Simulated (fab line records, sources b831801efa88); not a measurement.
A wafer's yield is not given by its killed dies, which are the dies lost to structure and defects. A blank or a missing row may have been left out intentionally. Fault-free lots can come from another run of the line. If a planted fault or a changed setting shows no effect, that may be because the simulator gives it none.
Chamber matching :: flow sky130 :: 4 sister chambers for SKY_VIA2_CMP_24 on cmp-01
The step polishes, stops on SiO2, t overpolish 20 s, target thk 0 nm. 14 wafers are shown with their chamber, then 7 later ones without.

EACH WAFER AND ITS CHAMBER
wafer: L478.2
chamber: 3
motor_current_A (A): 12.5

wafer: L478.3
chamber: 2
motor_current_A (A): 10.9

wafer: L478.4
chamber: 0
motor_current_A (A): 11.4

wafer: L487.3
chamber: 1
motor_current_A (A): 13.3

wafer: L487.4
chamber: 3
motor_current_A (A): 13.5

wafer: L487.6
chamber: 3
motor_current_A (A): 12.3

wafer: L489.3
chamber: 1
motor_current_A (A): 13.0

wafer: L489.5
chamber: 3
motor_current_A (A): 12.7

wafer: L489.6
chamber: 2
motor_current_A (A): 10.5

wafer: L494.1
chamber: 3
motor_current_A (A): 12.6

wafer: L494.2
chamber: 2
motor_current_A (A): 10.7

wafer: L494.5
chamber: 1
motor_current_A (A): 12.6

wafer: L498.1
chamber: 1
motor_current_A (A): 12.5

wafer: L498.5
chamber: 2
motor_current_A (A): 10.6

SIGNATURES (means of the wafers above)
reading: motor_current_A
chamber 0: 11.400
chamber 1: 12.850
chamber 2: 10.675
chamber 3: 12.720
scatter within a chamber: 0.367
Rule: for each reading, subtract the chamber's mean from the wafer's reading, divide by that reading's scatter and square the result; add these up over the readings and take the root, which gives the wafer's distance from the chamber. If the next closest chamber is less than 2 further off than the closest, the wafer can't be placed; otherwise it belongs to the closest. How the scatter is found: for the shown wafers, subtract from each reading the mean of its chamber, square and add these, divide the total by (wafers less chambers), then take the root.

WAFERS WITHOUT THEIR CHAMBER
wafer: L498.6
motor_current_A (A): 12.0

wafer: L500.3
motor_current_A (A): 12.9

wafer: L500.4
motor_current_A (A): 10.7

wafer: L500.6
motor_current_A (A): 12.5

wafer: L501.2
motor_current_A (A): 12.4

wafer: L501.4
motor_current_A (A): 10.2

wafer: L501.5
motor_current_A (A): 10.8

WHICH CHAMBER EACH WENT THROUGH
wafer: L498.6
from the rows above: can't be placed: 0 or 3 or 1 or 2
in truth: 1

wafer: L500.3
from the rows above: can't be placed: 1 or 3
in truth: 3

wafer: L500.4
from the rows above: can't be placed: 2 or 0
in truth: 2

wafer: L500.6
from the rows above: can't be placed: 3 or 1
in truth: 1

wafer: L501.2
from the rows above: can't be placed: 3 or 1 or 0
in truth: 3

wafer: L501.4
from the rows above: can't be placed: 2 or 0
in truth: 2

wafer: L501.5
from the rows above: can't be placed: 2 or 0
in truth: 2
Correct placement for 0 of the 7. From these rows, 7 cannot be placed; in 7 the true chamber is one of the candidates. Number placed wrongly: 0.
